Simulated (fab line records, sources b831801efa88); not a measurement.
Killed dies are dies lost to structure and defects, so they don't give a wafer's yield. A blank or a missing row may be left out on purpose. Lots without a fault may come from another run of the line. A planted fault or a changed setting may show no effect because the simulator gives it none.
What tool caused it? + flow sky130 + 12 lots, 36 wafers sampled, at 5 steps of a route of 708

## WHAT EACH GAUGE READ, for each wafer
No reading from a measuring or inspecting step in the record can be judged against a usual standard deviation.

## WHICH TOOL RAN EACH LOT (tool, then ch and the chambers of the sampled wafers, then the start)
| lot  | SKY_NWELL_STRIP_25                   | SKY_METAL5_SPUTTER_00        | SKY_METAL5_SPUTTER_03        | SKY_METAL5_DESCUM_14              | SKY_PAD_OPEN_PROBE_99   |
|------|--------------------------------------|------------------------------|------------------------------|-----------------------------------|-------------------------|
| L438 | plasma_asher-04 ch 0,1, day 5 14:32  | pvd_sputter-03, day 42 23:13 | pvd_sputter-03, day 42 23:19 | rie_metal-04 ch 0,1, day 43 21:49 | -                       |
| L439 | plasma_asher-04 ch 0,1, day 5 20:53  | pvd_sputter-02, day 43 05:58 | pvd_sputter-02, day 43 06:04 | rie_metal-02 ch 0,1, day 44 03:56 | prober-01, day 46 02:58 |
| L440 | plasma_asher-01 ch 0,1, day 6 03:28  | pvd_sputter-03, day 43 18:24 | pvd_sputter-03, day 43 18:30 | rie_metal-04 ch 0, day 44 16:31   | -                       |
| L443 | plasma_asher-01 ch 0,1, day 6 17:50  | pvd_sputter-02, day 44 09:04 | pvd_sputter-02, day 44 09:10 | rie_metal-04 ch 0,1, day 45 07:09 | prober-01, day 47 02:44 |
| L445 | plasma_asher-04 ch 0,1, day 7 07:53  | pvd_sputter-01, day 45 05:04 | pvd_sputter-01, day 45 05:10 | rie_metal-01 ch 0, day 46 01:55   | prober-01, day 47 20:13 |
| L446 | plasma_asher-01 ch 0,1, day 7 14:52  | pvd_sputter-03, day 45 11:16 | pvd_sputter-03, day 45 11:22 | rie_metal-04 ch 0,1, day 46 07:23 | -                       |
| L447 | plasma_asher-01 ch 0,1, day 7 20:23  | pvd_sputter-03, day 45 22:18 | pvd_sputter-03, day 45 22:24 | rie_metal-02 ch 0,1, day 46 18:09 | prober-01, day 48 11:13 |
| L452 | plasma_asher-01 ch 0,1, day 9 17:40  | pvd_sputter-01, day 47 07:47 | pvd_sputter-01, day 47 07:53 | rie_metal-02 ch 0, day 48 02:49   | prober-01, day 49 19:05 |
| L448 | plasma_asher-01 ch 0,1, day 9 18:38  | pvd_sputter-01, day 47 11:26 | pvd_sputter-01, day 47 11:32 | rie_metal-01 ch 0,1, day 48 06:47 | prober-01, day 49 23:26 |
| L449 | plasma_asher-02 ch 0,1, day 9 20:41  | pvd_sputter-02, day 47 17:08 | pvd_sputter-02, day 47 17:14 | rie_metal-01 ch 0,1, day 48 11:41 | -                       |
| L456 | plasma_asher-02 ch 0,1, day 10 09:59 | pvd_sputter-02, day 48 04:23 | pvd_sputter-02, day 48 04:29 | rie_metal-02 ch 1, day 48 23:01   | -                       |
| L459 | plasma_asher-02 ch 0,1, day 11 05:04 | pvd_sputter-03, day 48 19:21 | pvd_sputter-03, day 48 19:27 | rie_metal-04 ch 0,1, day 49 14:12 | prober-01, day 51 03:12 |
- SKY_NWELL_STRIP_25: strips in O2/N2.
- SKY_METAL5_SPUTTER_00: material Ti, target thk 15 nm, time 10 s.
- SKY_METAL5_SPUTTER_03: material Ti, target thk 5 nm, time 3.3 s.
- SKY_METAL5_DESCUM_14: chemistry O2, time 11 s.
- SKY_PAD_OPEN_PROBE_99

## AS READ BY THE TOOLS THEMSELVES (means over the sampled wafers that have a number; for cases with no such wafer, the mark the record gives instead)
SKY_NWELL_STRIP_25. Usual: drypump_motor_current_A 6.1 A, standard deviation 0.48; oes_product_au 0.723 a.u., standard deviation 0.0046; strip_time_to_endpoint_s 36.93 s, standard deviation 0.11.
| lot  | tool            | drypump_motor_current_A (A) | oes_product_au (a.u.) | strip_time_to_endpoint_s (s) | flag |
|------|-----------------|-----------------------------|-----------------------|------------------------------|------|
| L438 | plasma_asher-04 | 5.7                         | 0.727                 | 37.04                        |      |
| L439 | plasma_asher-04 | 5.7                         | 0.724                 | 36.79                        |      |
| L440 | plasma_asher-01 | 6.3                         | 0.726                 | 36.88                        |      |
| L443 | plasma_asher-01 | 6.3                         | 0.727                 | 36.81                        |      |
| L445 | plasma_asher-04 | 5.7                         | 0.724                 | 36.88                        |      |
| L446 | plasma_asher-01 | 6.4                         | 0.724                 | 36.93                        |      |
| L447 | plasma_asher-01 | 6.3                         | 0.722                 | 36.88                        |      |
| L452 | plasma_asher-01 | 6.3                         | 0.723                 | 37.01                        |      |
| L448 | plasma_asher-01 | 6.3                         | 0.723                 | 37.04                        |      |
| L449 | plasma_asher-02 | 5.9                         | 0.724                 | 36.96                        |      |
| L456 | plasma_asher-02 | 5.9                         | 0.720                 | 36.98                        |      |
| L459 | plasma_asher-02 | 6.0                         | 0.727                 | 37.01                        |      |

SKY_METAL5_SPUTTER_00. Usual: chamber_pressure_pa 0.4000 Pa, standard deviation 0.00088; throttle_valve_pct 29.5 %, standard deviation 0.99.
| lot  | tool           | chamber_pressure_pa (Pa) | throttle_valve_pct (%) | flag |
|------|----------------|--------------------------|------------------------|------|
| L438 | pvd_sputter-03 | 0.4000                   | 29.2                   |      |
| L439 | pvd_sputter-02 | 0.4005                   | 30.0                   |      |
| L440 | pvd_sputter-03 | 0.3997                   | 30.3                   |      |
| L443 | pvd_sputter-02 | 0.4010                   | 30.1                   |      |
| L445 | pvd_sputter-01 | 0.4007                   | 28.2                   |      |
| L446 | pvd_sputter-03 | 0.3994                   | 29.4                   |      |
| L447 | pvd_sputter-03 | 0.4004                   | 30.1                   |      |
| L452 | pvd_sputter-01 | 0.4006                   | 27.9                   |      |
| L448 | pvd_sputter-01 | 0.3997                   | 28.9                   |      |
| L449 | pvd_sputter-02 | 0.4000                   | 29.7                   |      |
| L456 | pvd_sputter-02 | 0.4005                   | 29.1                   |      |
| L459 | pvd_sputter-03 | 0.4001                   | 30.1                   |      |

SKY_METAL5_SPUTTER_03. Usual: chamber_pressure_pa 0.3998 Pa, standard deviation 0.0013; throttle_valve_pct 29.5 %, standard deviation 1.
| lot  | tool           | chamber_pressure_pa (Pa) | throttle_valve_pct (%) | flag |
|------|----------------|--------------------------|------------------------|------|
| L438 | pvd_sputter-03 | 0.3995                   | 29.3                   |      |
| L439 | pvd_sputter-02 | 0.4003                   | 30.3                   |      |
| L440 | pvd_sputter-03 | 0.3995                   | 30.2                   |      |
| L443 | pvd_sputter-02 | 0.4005                   | 30.1                   |      |
| L445 | pvd_sputter-01 | 0.3993                   | 28.4                   |      |
| L446 | pvd_sputter-03 | 0.3997                   | 29.3                   |      |
| L447 | pvd_sputter-03 | 0.4004                   | 30.1                   |      |
| L452 | pvd_sputter-01 | 0.4010                   | 28.0                   |      |
| L448 | pvd_sputter-01 | 0.3995                   | 28.9                   |      |
| L449 | pvd_sputter-02 | 0.4004                   | 29.7                   |      |
| L456 | pvd_sputter-02 | 0.3989                   | 29.2                   |      |
| L459 | pvd_sputter-03 | 0.4000                   | 30.1                   |      |

SKY_METAL5_DESCUM_14. Usual: drypump_motor_current_A 5.9 A, standard deviation 0.32; he_backside_leak_sccm 3.32 sccm, standard deviation 0.18; oes_product_au 0.991 a.u., standard deviation 0.0096.
| lot  | tool         | drypump_motor_current_A (A) | he_backside_leak_sccm (sccm) | oes_product_au (a.u.) | flag |
|------|--------------|-----------------------------|------------------------------|-----------------------|------|
| L438 | rie_metal-04 | 6.3                         | 3.35                         | 0.982                 |      |
| L439 | rie_metal-02 | 5.7                         | 3.34                         | 0.988                 |      |
| L440 | rie_metal-04 | 6.1                         | 3.15                         | 0.986                 |      |
| L443 | rie_metal-04 | 6.2                         | 3.29                         | 0.987                 |      |
| L445 | rie_metal-01 | 5.5                         | 3.39                         | 0.998                 |      |
| L446 | rie_metal-04 | 6.2                         | 3.38                         | 0.973                 |      |
| L447 | rie_metal-02 | 5.8                         | 3.18                         | 1.001                 |      |
| L452 | rie_metal-02 | 5.9                         | 3.21                         | 1.008                 |      |
| L448 | rie_metal-01 | 5.7                         | 3.40                         | 0.995                 |      |
| L449 | rie_metal-01 | 6.0                         | 3.37                         | 0.996                 |      |
| L456 | rie_metal-02 | 5.5                         | 3.35                         | 0.983                 |      |
| L459 | rie_metal-04 | 6.2                         | 3.34                         | 0.978                 |      |

SKY_PAD_OPEN_PROBE_99. Usual: killed_at_M0_to_M3 43, standard deviation 7.3; killed_at_M4_up 3.4, standard deviation 1.7; killed_at_contacts 24, standard deviation 4.5; killed_at_front_end 16, standard deviation 4.4; killed_at_other 0.2, standard deviation 0.51; killed_dies 86, standard deviation 9.7; killed_on_rim 17, standard deviation 3.7; killed_open 46, standard deviation 6.6; killed_short 39, standard deviation 7.1.
| lot  | tool      | killed_at_M0_to_M3 | killed_at_M4_up | killed_at_contacts | killed_at_front_end | killed_at_other | killed_dies | killed_on_rim | killed_open | killed_short | flag |
|------|-----------|--------------------|-----------------|--------------------|---------------------|-----------------|-------------|---------------|-------------|--------------|------|
| L439 | prober-01 | 54                 | 2.3             | 27                 | 13                  | 0.3             | 97          | 17            | 53          | 44           |      |
| L443 | prober-01 | 47                 | 5.3             | 23                 | 14                  | 0.0             | 89          | 22            | 52          | 37           |      |
| L445 | prober-01 | 50                 | 2.7             | 24                 | 18                  | 0.3             | 95          | 20            | 47          | 48           |      |
| L447 | prober-01 | 37                 | 4.0             | 24                 | 17                  | 0.0             | 82          | 17            | 45          | 37           |      |
| L452 | prober-01 | 44                 | 3.3             | 25                 | 52                  | 0.0             | 124         | 27            | 54          | 36           | OFF  |
| L448 | prober-01 | 36                 | 2.0             | 26                 | 52                  | 0.7             | 116         | 31            | 38          | 40           | OFF  |
| L459 | prober-01 | 43                 | 2.7             | 21                 | 16                  | 0.0             | 82          | 18            | 45          | 36           |      |

## THE ANSWER, worked out from the rows above alone
Rule: a lot counts as off when the mean over its wafers that have a number is more than 3 standard deviations away from the usual mean. Also off: a lot with no number at a reading for which 4 or more lots have one. Where the step has rows for the other lots, those lots are counted as sound. After the gauges, taken in route order, come the tools' own readings; for these a lot's mean is taken, as printed above. The first step at which some lot is off is used, and at that step the reading that is off furthest; a lot without a number counts as furthest.
Off, at SKY_PAD_OPEN_PROBE_99 on killed_at_front_end: L452, L448. Neither off nor sound, because the step has no rows for them: L438, L440, L446, L449, L456.
A tool fits if, at that step or a process step before it, it ran every lot that is off, and no sound lot after the first of them. Can't be told from this: 2 tools fit, plasma_asher-01 at SKY_NWELL_STRIP_25, pvd_sputter-01 at SKY_METAL5_SPUTTER_00 and SKY_METAL5_SPUTTER_03.

## WHAT THE SIMULATOR PUT IN
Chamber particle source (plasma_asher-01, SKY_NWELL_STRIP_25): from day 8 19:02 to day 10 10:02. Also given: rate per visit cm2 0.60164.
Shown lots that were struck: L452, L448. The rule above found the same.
